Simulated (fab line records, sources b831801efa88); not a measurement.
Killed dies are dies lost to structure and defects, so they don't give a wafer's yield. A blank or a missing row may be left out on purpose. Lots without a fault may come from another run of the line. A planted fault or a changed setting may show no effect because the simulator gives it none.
Which tool did it? | flow sky130 | 12 lots, 34 wafers sampled, at 5 steps of a route of 708

WHAT THE GAUGES READ, wafer by wafer
SKY_METAL5_RS_MEAS_05: measures by four-point-probe.
lot  | measured     | on            | METAL5_ALCU_RS (ohm/sq)
L342 | day 42 13:31 | film_metro-04 | 0.02719 0.02722 0.02739
L343 | day 43 08:08 | film_metro-03 | 0.02676 0.02631 0.02665
L344 | day 43 08:26 | film_metro-03 | 0.02701 0.02692 0.02714
L345 | day 44 03:15 | film_metro-02 | 0.02672 0.02698 0.02663
L346 | day 44 06:20 | film_metro-03 | 0.02715 0.02693 0.02719
L348 | day 44 19:47 | film_metro-02 | 0.02691 0.02743 0.02721
L349 | day 44 23:01 | film_metro-02 | 0.02699 0.02711 0.02732
L357 | day 46 22:43 | film_metro-03 | 0.02754 0.03181 0.02749 0.03177
L358 | day 47 03:28 | film_metro-04 | 0.02647 0.03028 0.02655 0.03025
L360 | day 47 11:32 | film_metro-02 | 0.02723 0.02738 0.02722
L364 | day 48 14:02 | film_metro-04 | 0.02688 0.02717 0.02699
L365 | day 48 16:56 | film_metro-02 | 0.02681 0.02675 0.02676

SKY_METAL5_THK_MEAS_06: measures by xrf.
lot  | measured     | on            | METAL5_ALCU_THK (nm)
L342 | day 42 13:38 | film_metro-04 | 1159 1153 1149
L343 | day 43 08:15 | film_metro-03 | 1180 1196 1186
L344 | day 43 08:33 | film_metro-03 | 1177 1178 1173
L345 | day 44 03:21 | film_metro-02 | 1201 1183 1193
L346 | day 44 06:27 | film_metro-03 | 1180 1186 1169
L348 | day 44 19:54 | film_metro-02 | 1177 1157 1175
L349 | day 44 23:07 | film_metro-02 | 1181 1174 1164
L357 | day 47 06:47 | film_metro-03 | 1151 999 1148 998
L358 | day 47 05:41 | film_metro-04 | 1178 1028 1175 1030
L360 | day 47 11:40 | film_metro-02 | 1167 1153 1158
L364 | day 48 14:09 | film_metro-04 | 1179 1171 1172
L365 | day 48 17:02 | film_metro-02 | 1183 1184 1187

WHICH TOOL RAN EACH LOT (tool, then ch and the chambers of the sampled wafers, then the start)
lot  | SKY_CAP2M_METAL_ETCH_13           | SKY_CAP2M_STRIP_14                   | SKY_METAL5_SPUTTER_02
L342 | rie_metal-04 ch 1, day 40 09:17   | plasma_asher-04 ch 0,1, day 40 09:22 | pvd_sputter-03, day 42 13:23
L343 | rie_metal-04 ch 0,1, day 41 05:34 | plasma_asher-02 ch 1, day 41 05:39   | pvd_sputter-04, day 43 08:01
L344 | rie_metal-02 ch 0, day 41 05:52   | plasma_asher-01 ch 0,1, day 41 06:01 | pvd_sputter-01, day 43 08:19
L345 | rie_metal-02 ch 0,1, day 42 01:39 | plasma_asher-01 ch 0,1, day 42 01:44 | pvd_sputter-03, day 44 03:05
L346 | rie_metal-04 ch 0,1, day 42 05:39 | plasma_asher-01 ch 0,1, day 42 05:43 | pvd_sputter-01, day 44 06:12
L348 | rie_metal-01 ch 0,1, day 42 19:53 | plasma_asher-04 ch 0,1, day 42 19:58 | pvd_sputter-03, day 44 19:39
L349 | rie_metal-01 ch 0,1, day 42 21:55 | plasma_asher-01 ch 0,1, day 42 22:01 | pvd_sputter-01, day 44 22:51
L357 | rie_metal-01 ch 0, day 45 02:16   | plasma_asher-02 ch 1, day 45 02:24   | pvd_sputter-03, day 46 22:35
L358 | rie_metal-02 ch 1, day 45 05:08   | plasma_asher-02 ch 0,1, day 45 05:13 | pvd_sputter-03, day 47 03:19
L360 | rie_metal-04 ch 0,1, day 45 13:36 | plasma_asher-02 ch 0,1, day 45 13:41 | pvd_sputter-04, day 47 11:25
L364 | rie_metal-02 ch 0,1, day 46 18:39 | plasma_asher-01 ch 0,1, day 46 18:44 | pvd_sputter-04, day 48 13:54
L365 | rie_metal-01 ch 0,1, day 46 21:32 | plasma_asher-01 ch 0,1, day 46 21:37 | pvd_sputter-01, day 48 16:47
- SKY_CAP2M_METAL_ETCH_13: etches TiN in Cl2/BCl3, stops on SiO2, target depth 220 nm, time 62.9 s.
- SKY_CAP2M_STRIP_14: strips in O2/N2.
- SKY_METAL5_SPUTTER_02: material AlCu, target thk 1150 nm, time 61.2 s.

WHAT THE TOOLS THEMSELVES READ (means of the sampled wafers that have a number; where no wafer has one, the mark that the record gives instead)
SKY_CAP2M_METAL_ETCH_13.
lot  | tool         | bias_w (W) | drypump_motor_current_A (A) | oes_product_au (a.u.) | throttle_valve_pct (%)
L342 | rie_metal-04 | 48.64      | 6.5                         | 0.940                 | 21.908
L343 | rie_metal-04 | 48.46      | 5.9                         | 0.936                 | 21.905
L344 | rie_metal-02 | 48.41      | 5.6                         | 0.944                 | 21.905
L345 | rie_metal-02 | 48.33      | 6.1                         | 0.934                 | 21.903
L346 | rie_metal-04 | 48.40      | 6.2                         | 0.941                 | 21.900
L348 | rie_metal-01 | 48.49      | 5.8                         | 0.946                 | 21.896
L349 | rie_metal-01 | 48.43      | 5.8                         | 0.943                 | 21.911
L357 | rie_metal-01 | 48.47      | 5.8                         | 0.941                 | 21.889
L358 | rie_metal-02 | 48.45      | 6.3                         | 0.929                 | 21.916
L360 | rie_metal-04 | 48.38      | 5.8                         | 0.928                 | 21.911
L364 | rie_metal-02 | 48.49      | 5.9                         | 0.934                 | 21.902
L365 | rie_metal-01 | 48.44      | 5.8                         | 0.948                 | 21.890

SKY_CAP2M_STRIP_14.
lot  | tool            | drypump_motor_current_A (A) | oes_product_au (a.u.) | strip_time_to_endpoint_s (s)
L342 | plasma_asher-04 | 5.7                         | 0.711                 | 12.59
L343 | plasma_asher-02 | 5.8                         | 0.710                 | 12.60
L344 | plasma_asher-01 | 5.9                         | 0.702                 | 12.68
L345 | plasma_asher-01 | 5.6                         | 0.713                 | 12.64
L346 | plasma_asher-01 | 5.5                         | 0.708                 | 12.58
L348 | plasma_asher-04 | 5.3                         | 0.712                 | 12.74
L349 | plasma_asher-01 | 5.9                         | 0.709                 | 12.65
L357 | plasma_asher-02 | 5.8                         | 0.712                 | 12.64
L358 | plasma_asher-02 | 5.9                         | 0.708                 | 12.79
L360 | plasma_asher-02 | 5.9                         | 0.710                 | 12.75
L364 | plasma_asher-01 | 5.5                         | 0.706                 | 12.71
L365 | plasma_asher-01 | 5.9                         | 0.708                 | 12.66

SKY_METAL5_SPUTTER_02.
lot  | tool           | throttle_valve_pct (%)
L342 | pvd_sputter-03 | 30.4
L343 | pvd_sputter-04 | 29.6
L344 | pvd_sputter-01 | 29.7
L345 | pvd_sputter-03 | 30.0
L346 | pvd_sputter-01 | 29.4
L348 | pvd_sputter-03 | 30.7
L349 | pvd_sputter-01 | 30.1
L357 | pvd_sputter-03 | 30.2
L358 | pvd_sputter-03 | 29.6
L360 | pvd_sputter-04 | 30.5
L364 | pvd_sputter-04 | 29.4
L365 | pvd_sputter-01 | 29.3

THE ANSWER, worked out from the rows above alone
Rule: what is usual is taken from the lots themselves. Put in order of their means at a reading, lots are off if they are a third of the lots or fewer, leave a main group of 4 or more, and stand apart from it by a gap of 3 or more times the standard deviation of the main group's means; of several such gaps the widest counts. A main group whose means are all the same, to the digits that the tables above print for the reading, isn't used. A lot without any number at a reading at which 4 lots or more have one is off too. The other lots that the step has rows for count as sound. The gauges are gone through in route order, then the tools' own readings, and for those a lot's mean is taken as printed above. The first step at which some lot is off is used, and at that step the reading that is off furthest; a lot without a number counts as furthest.
Off: L357, L358, at SKY_METAL5_RS_MEAS_05 (METAL5_ALCU_RS). The main group: mean 0.02701 ohm/sq, standard deviation 0.00022.
A tool fits if, at a process step before that reading, it ran every lot that is off, and no sound lot after the first of them. The gauges at SKY_METAL5_RS_MEAS_05 are tried like those tools. One fits: pvd_sputter-03 at SKY_METAL5_SPUTTER_02. Its last sound lot is L348 (day 44 19:39), its first lot that is off L357 (day 46 22:35): a fault that began between those two fits.

WHAT THE SIMULATOR HAD PUT IN
Process parameter drift: pvd_sputter-03, from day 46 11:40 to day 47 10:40, at SKY_METAL5_SPUTTER_02. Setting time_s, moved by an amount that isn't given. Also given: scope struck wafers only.
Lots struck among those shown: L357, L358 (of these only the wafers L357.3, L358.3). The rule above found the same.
